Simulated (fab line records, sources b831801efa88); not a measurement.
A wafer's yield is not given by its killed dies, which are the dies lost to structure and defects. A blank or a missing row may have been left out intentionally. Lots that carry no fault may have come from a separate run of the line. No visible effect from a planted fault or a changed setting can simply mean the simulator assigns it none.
Shared-tool check    flow gf180mcu    Sample size 10 lots and 30 wafers

## WHY THIS WAS OPENED
2 of 10 lots carry a flag on the reading MIM_ALCU_RS at GF_MIM_RS_MEAS_10. Wafers without a fault read 0.1596 ohm/sq, standard deviation 0.0018.
Rule: a lot is flagged in two cases, either no wafer of it has a number, or all its wafers with numbers fall more than 4 standard deviations from that mean. The other lots count as sound.

lot   measured      on             MIM_ALCU_RS (ohm/sq), wafer by wafer  flag
L111  day 24 20:19  film_metro-03  0.1584 0.1577 0.1586                  
L114  day 25 10:21  film_metro-02  0.1634 0.1643 0.1616                  
L118  day 26 16:28  film_metro-01  0.1595 0.1601 0.1597                  
L120  day 27 13:10  film_metro-01  0.1610 0.1598 0.1598                  
L123  day 28 07:38  film_metro-01  0.1603 0.1604 0.1609                  
L124  day 28 22:21  film_metro-03  0.1958 0.1924 0.1920                  FLAGGED
L125  day 29 06:17  film_metro-02  0.1914 0.1900 0.1932                  FLAGGED
L128  day 29 21:38  film_metro-02  0.1567 0.1581 0.1576                  
L132  day 30 20:24  film_metro-01  0.1575 0.1589 0.1589                  
L133  day 31 09:50  film_metro-01  0.1604 0.1581 0.1619                  
The mean of the flagged lots' numbers is 0.1925 ohm/sq, +0.0329 ohm/sq from the usual (+18 standard deviations).

## WHICH TOOL RAN EACH LOT
Before the reading, the record contains 3 process steps out of a 602-step route. Cell contents, in order: the tool; ch with the chambers the sampled wafers went through; the start.
lot   flag     GF_V4_ETCH_16                       GF_V4_STRIP_18                        GF_MIM_SPUTTER_08
L111           rie_diel-01 ch 1,3, day 24 18:25    plasma_asher-03 ch 0,1, day 24 18:32  pvd_sputter-03, day 24 20:14
L114           rie_diel-02 ch 0,1, day 25 08:34    plasma_asher-04 ch 0,1, day 25 08:41  pvd_sputter-04, day 25 10:17
L118           rie_diel-01 ch 0,1,3, day 26 14:40  plasma_asher-04 ch 0,1, day 26 14:50  pvd_sputter-02, day 26 16:23
L120           rie_diel-01 ch 0,1,3, day 27 11:22  plasma_asher-01 ch 0,1, day 27 11:29  pvd_sputter-03, day 27 13:07
L123           rie_diel-04 ch 0,1, day 28 05:49    plasma_asher-04 ch 0, day 28 05:56    pvd_sputter-04, day 28 07:34
L124  FLAGGED  rie_diel-04 ch 1,3, day 28 20:34    plasma_asher-04 ch 1, day 28 20:41    pvd_sputter-04, day 28 22:17
L125  FLAGGED  rie_diel-04 ch 0,2,3, day 29 04:28  plasma_asher-01 ch 0,1, day 29 04:35  pvd_sputter-04, day 29 06:14
L128           rie_diel-04 ch 2,3, day 29 19:28    plasma_asher-01 ch 0,1, day 29 19:35  pvd_sputter-03, day 29 21:35
L132           rie_diel-04 ch 1,2, day 30 18:31    plasma_asher-04 ch 0,1, day 30 18:38  pvd_sputter-02, day 30 20:16
L133           rie_diel-02 ch 1,2,3, day 31 08:04  plasma_asher-01 ch 0,1, day 31 08:11  pvd_sputter-02, day 31 09:47
What the steps here do:
- GF_V4_ETCH_16: etches BARC in N2/H2.
- GF_V4_STRIP_18: strips in O2/N2.
- GF_MIM_SPUTTER_08: material AlCu, target thk 200 nm, time 10.6 s.
- GF_MIM_RS_MEAS_10: measures by four-point-probe.

## FLAGGED OVER TOTAL, TOOL BY TOOL (the gauges that took the reading come last)
step               tool             lots run  flagged  share of the flagged lots  sound lots run after its first flagged lot
GF_V4_ETCH_16      rie_diel-01      3         0        none                       -
GF_V4_ETCH_16      rie_diel-02      2         0        none                       -
GF_V4_ETCH_16      rie_diel-04      5         2        all                        2 (L128,L132)
GF_V4_STRIP_18     plasma_asher-01  4         1        some                       2 (L128,L133)
GF_V4_STRIP_18     plasma_asher-03  1         0        none                       -
GF_V4_STRIP_18     plasma_asher-04  5         1        some                       1 (L132)
GF_MIM_SPUTTER_08  pvd_sputter-02   3         0        none                       -
GF_MIM_SPUTTER_08  pvd_sputter-03   3         0        none                       -
GF_MIM_SPUTTER_08  pvd_sputter-04   4         2        all                        0
GF_MIM_RS_MEAS_10  film_metro-01    5         0        none                       -
GF_MIM_RS_MEAS_10  film_metro-02    3         1        some                       1 (L128)
GF_MIM_RS_MEAS_10  film_metro-03    2         1        some                       0

## THE TABLE: WHAT IT ALLOWS
rie_diel-04 at GF_V4_ETCH_16 and pvd_sputter-04 at GF_MIM_SPUTTER_08 are the 2 rows of the table that ran each flagged lot.
- rie_diel-04 at GF_V4_ETCH_16 ran 5 lots, 2 of them flagged. Lots that were sound ran on it after the first flagged one (L128, L132); a persistent fault on the entire tool would not allow that.
- pvd_sputter-04 at GF_MIM_SPUTTER_08 ran 4 lots, 2 of them flagged. Last sound lot L123 at day 28 07:34, first flagged lot L124 at day 28 22:17; a fault beginning in between fits. Its own readings (cathode_dc_power_W) fall more than 4 standard deviations out on all wafers of the flagged lots.
Left over: one tool, pvd_sputter-04 at GF_MIM_SPUTTER_08.

## WHAT WAS PUT IN BY THE SIMULATOR
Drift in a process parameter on pvd_sputter-04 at GF_MIM_SPUTTER_08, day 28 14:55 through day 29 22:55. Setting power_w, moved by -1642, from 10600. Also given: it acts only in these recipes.
Shown lots that were struck: L124, L125. The same result came from the rule above.
